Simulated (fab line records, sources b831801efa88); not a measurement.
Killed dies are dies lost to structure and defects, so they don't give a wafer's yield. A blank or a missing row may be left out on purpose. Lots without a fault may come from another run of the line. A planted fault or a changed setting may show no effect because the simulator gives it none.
fab line records | flow gf180mcu
record lots=7 wafers=21 last_day=33
route steps=602 shown VT_IMPLANT@104
lots that met no fault: from a run of the same line without faults
start_h: hours from the record's first day to the start of the lot's first wafer shown | wait_h: hours since the lot's step before | " the same as in the row above | L1.1+2: a row that stands for several wafers | - no value, or no start given | * or withheld: withheld | < > ~ a bound
route shown NAME@n: a module of which the file shows steps, and the number in the route of the first | usual: mean/standard deviation of fault-free wafers | same: alike in all rows | chamber/n: place in a boat | sites: the reading at each site | _std_site: their standard deviation | _edge_site: outer sites' mean less inner sites' | radius_mm: how far each site lies from the wafer's centre | mask NAME#n: copy n | behind: the tool/chamber that last shaped the wafer | hold: why the lot was held/for how many hours/how that ended | device: the transistor (n, p or np) that didn't switch | end of line: the same wafers' tests at the end of the route | a step without rows: its recipe alone | killed: dies lost to structure and defects at the first sort, not the wafer's yield | map: a wafer's dies, x killed, . not, _ none there
set.NAME: the setting as run; set.NAME@STEP: as run at that earlier step | model.NAME: the simulator's own value behind a step, which no gauge read
lots at some steps of the route; a table a step, a row a wafer
services: from which hour (start_h, from the record's first day; less than 0 if before it) a tool's chamber was out of use, for how many hours, and why
## steps
# step GF_VT_IMPLANT_SOFTBAKE_14
# recipe temp_c=90 time_s=60 resist=NOVOLAK
# step GF_VT_IMPLANT_EXPOSE_15
# recipe mask_id=Nwell_LV_AREA target_cd_nm=860 na=0.6 source_shape=conventional sigma_outer=0.6 dose_mj=140
# step GF_VT_IMPLANT_PEB_16
# recipe temp_c=withheld time_s=* resist=NOVOLAK
# step GF_VT_IMPLANT_DEVELOP_17
# recipe develop_time_s=60 dev_temp_c=23
# step GF_VT_IMPLANT_OVL_MEAS_18
# usual VT_IMPLANT_01_OVL=0.7/1.7
# columns lot.wafer tool chamber start_h wait_h VT_IMPLANT_01_OVL[nm]
L890.1 overlay-01 - 124.06 0.1 0.5
L890.2 " - " " 0.6
L890.4 " - " " 0.8
L896.1 overlay-02 - 163.69 0.1 2.0
L896.2 " - " " 2.4
L896.3 " - " " 3.0
L897.1 overlay-01 - 168.31 0.1 -0.2
L897.4 " - " " -1.6
L897.5 " - " " -2.0
L898.4 overlay-01 - 176.97 0.1 1.1
L898.5 " - " " 1.1
L898.6 " - " " 1.7
L902.3 overlay-02 - 201.31 0.1 -0.2
L902.4 " - " " -1.2
L902.6 " - " " -0.9
L908.3 overlay-01 - 245.16 0.1 -0.1
L908.5 " - " " -1.1
L908.6 " - " " -2.5
L911.2 overlay-01 - 256.75 0.1 0.4
L911.3 " - " " 1.1
L911.5 " - " " -0.2
# step GF_VT_IMPLANT_IMPLANT_19
# recipe species=As energy_kev=100 dose_cm2=4.35e+12 tilt_deg=7
# step GF_VT_IMPLANT_STRIP_20
# recipe chemistry=O2/N2 power_w=1400 pressure_mtorr=1500 platen_temp_c=250 o2_flow_sccm=3000 n2_flow_sccm=300 overash_fraction=0.5
# usual chamber_pressure_mTorr=1499.9/1.3 drypump_motor_current_A=5.8/0.51 heater_power_w=334/28 oes_product_au=0.716/0.0044 strip_time_to_endpoint_s=12.619/0.029
# same overash_fraction=0.5
# columns lot.wafer tool chamber start_h wait_h chamber_pressure_mTorr drypump_motor_current_A heater_power_w oes_product_au rf_hours_counter_h strip_time_to_endpoint_s
L890.1 plasma_asher-02 0 124.25 0.1 1500.7 6.5 395 0.719 1 12.609
L890.2 " 1 " " 1500.7 5.5 303 0.719 1 12.599
L890.4 " 1 " " 1498.6 5.5 300 0.718 - 12.609
L896.1 plasma_asher-02 0 163.88 0.1 1499.3 6.5 384 0.712 5 12.615
L896.2 " 1 " " 1502.3 5.5 302 0.715 5 12.586
L896.3 " 0 " " 1499.7 6.5 384 0.719 - 12.613
L897.1 plasma_asher-04 1 168.49 0.1 1499.2 5.1 326 0.720 37 12.590
L897.4 " 1 " " 1499.2 5.1 325 0.724 - 12.591
L897.5 " 0 " " 1499.5 5.8 345 0.718 - 12.611
L898.4 plasma_asher-02 1 177.18 0.1 1500.9 5.5 303 0.715 - 12.669
L898.5 " 0 " " 1499.5 6.5 380 0.712 - 12.664
L898.6 " 1 " " 1500.8 5.5 304 0.710 - 12.665
L902.3 plasma_asher-04 0 201.51 0.1 1500.2 5.8 356 0.717 - 12.643
L902.4 " 1 " " 1500.1 5.0 323 0.719 - 12.643
L902.6 " 0 " " 1501.0 5.8 351 0.718 - 12.613
L908.3 plasma_asher-04 1 245.36 0.1 1498.7 5.1 320 0.715 - 12.654
L908.5 " 0 " " 1499.4 5.8 350 0.716 - 12.651
L908.6 " 1 " " 1500.6 5.1 319 0.713 - 12.646
L911.2 plasma_asher-04 1 256.93 0.1 1501.6 5.1 332 0.730 46 12.625
L911.3 " 0 " " 1497.9 5.8 356 0.714 - 12.605
L911.5 " 1 " " 1501.5 5.0 315 0.720 - 12.630
# step GF_VT_IMPLANT_TW_MEAS_21
# usual VT_IMPLANT_2_TW=1204/8.6
# columns lot.wafer tool chamber start_h wait_h VT_IMPLANT_2_TW
L890.1 film_metro-02 - 124.35 0.1 1197
L890.2 " - " " 1192
L890.4 " - " " 1188
L896.1 film_metro-01 - 163.98 0.1 1204
L896.2 " - " " 1208
L896.3 " - " " 1212
L897.1 film_metro-02 - 168.59 0.1 1191
L897.4 " - " " 1183
L897.5 " - " " 1192
L898.4 film_metro-02 - 177.27 0.1 1194
L898.5 " - " " 1186
L898.6 " - " " 1197
L902.3 film_metro-04 - 201.60 0.1 1210
L902.4 " - " " 1211
L902.6 " - " " 1219
L908.3 film_metro-02 - 245.45 0.1 1199
L908.5 " - " " 1202
L908.6 " - " " 1198
L911.2 film_metro-02 - 257.04 0.1 1197
L911.3 " - " " 1211
L911.5 " - " " 1200
# step GF_VT_IMPLANT_DEHYDRATE_22
# recipe temp_c=200 time_s=60
# step GF_VT_IMPLANT_HMDS_23
# recipe prime_time_s=60 prime_temp_c=120
# step GF_VT_IMPLANT_COAT_24
# recipe resist=NOVOLAK spin_rpm=3000 resist_thk_nm=1000
# step GF_VT_IMPLANT_SOFTBAKE_25
# recipe temp_c=90 time_s=60 resist=NOVOLAK
# step GF_VT_IMPLANT_EXPOSE_26
# recipe mask_id=LVPWELL_HV_AREA target_cd_nm=860 na=0.6 source_shape=conventional sigma_outer=0.6 dose_mj=140
# usual exposure_dose_mJ_cm2=140.00/0.14 focus_offset_nm=0.0/0.5 stage_vel_mm_s=500.01/0.29
# columns lot.wafer tool chamber start_h wait_h mask exposure_dose_mJ_cm2 focus_offset_nm stage_vel_mm_s
L890.1 iline_stepper-01 0 131.16 - LVPWELL_HV_AREA#0 140.19 -0.2 499.71
L890.2 " 0 " " LVPWELL_HV_AREA#0 139.99 0.2 499.86
L890.4 " 0 " " LVPWELL_HV_AREA#0 140.19 0.0 499.80
L896.1 iline_stepper-02 - 172.44 - LVPWELL_HV_AREA#0 - - -
L896.2 " - " " LVPWELL_HV_AREA#0 - - -
L896.3 " - " " LVPWELL_HV_AREA#0 - - -
L897.1 iline_stepper-02 - 176.91 - LVPWELL_HV_AREA#0 - - -
L897.4 " - " " LVPWELL_HV_AREA#0 - - -
L897.5 " - " " LVPWELL_HV_AREA#0 - - -
L898.4 iline_stepper-02 - 185.51 - LVPWELL_HV_AREA#0 - - -
L898.5 " - " " LVPWELL_HV_AREA#0 - - -
L898.6 " - " " LVPWELL_HV_AREA#0 - - -
L902.3 iline_stepper-01 0 210.37 - LVPWELL_HV_AREA#0 139.81 0.2 499.90
L902.4 " 0 " " LVPWELL_HV_AREA#0 139.67 -0.4 499.91
L902.6 " 0 " " LVPWELL_HV_AREA#0 139.94 0.4 499.78
L908.3 iline_stepper-01 0 255.37 - LVPWELL_HV_AREA#0 139.72 0.2 499.97
L908.5 " 0 " " LVPWELL_HV_AREA#0 139.93 0.9 499.84
L908.6 " 0 " " LVPWELL_HV_AREA#0 139.84 -0.4 499.82
L911.2 iline_stepper-02 0 266.36 - LVPWELL_HV_AREA#0 139.79 -0.1 500.02
L911.3 " 0 " " LVPWELL_HV_AREA#0 139.94 -0.6 499.79
L911.5 " 0 " " LVPWELL_HV_AREA#0 139.83 0.6 499.81
# step GF_VT_IMPLANT_PEB_27
# recipe temp_c=withheld time_s=* resist=NOVOLAK
## services
# columns tool chamber start_h hours kind
plasma_asher-02 - 108.75 9.0 pm
plasma_asher-02 0 108.75 9.0 vent_cycle
plasma_asher-02 1 108.75 9.0 vent_cycle
iline_stepper-01 - 109.52 1.7 pm
plasma_asher-02 0 117.75 - clean
plasma_asher-02 1 117.75 - clean
iline_stepper-02 - 131.49 1.7 pm
plasma_asher-04 - 238.05 1.4 repair
plasma_asher-04 - 239.25 1.0 repair
## key
first_sign step=GF_VT_IMPLANT_EXPOSE_26 reading=tool_record direction=missing
effect none on later readings
met_at GF_VT_IMPLANT_EXPOSE_26
struck_wafers L896.1,L896.2,L896.3,L897.1,L897.4,L897.5,L898.4,L898.5,L898.6
later_rows_left_out L896.1,L896.2,L896.3,L897.1,L897.4,L897.5,L898.4,L898.5,L898.6
sort_left_out L896.1,L896.2,L896.3,L897.1,L897.4,L897.5,L898.4,L898.5,L898.6
tester_left_out L896,L897,L898
fault kind=skipped_step_whole tool=iline_stepper-02 chamber=- onset_h=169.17 steps=GF_VT_IMPLANT_EXPOSE_26 scope=struck_lots_only
# tester_left_out: of these lots the tester's yield and bins aren't shown, on N5 and GAA mostly nor the transistor test; their killed dies are dies lost to structure and defects alone, not to doping, threshold or leakage, so they don't give the yield
# sort_left_out: the simulated sort isn't trusted on such a fault, so these wafers' sort isn't shown, and their yield isn't known
# later_rows_left_out: the simulator's readings of these wafers behind a module that went badly wrong aren't trusted and aren't shown, but for the sort
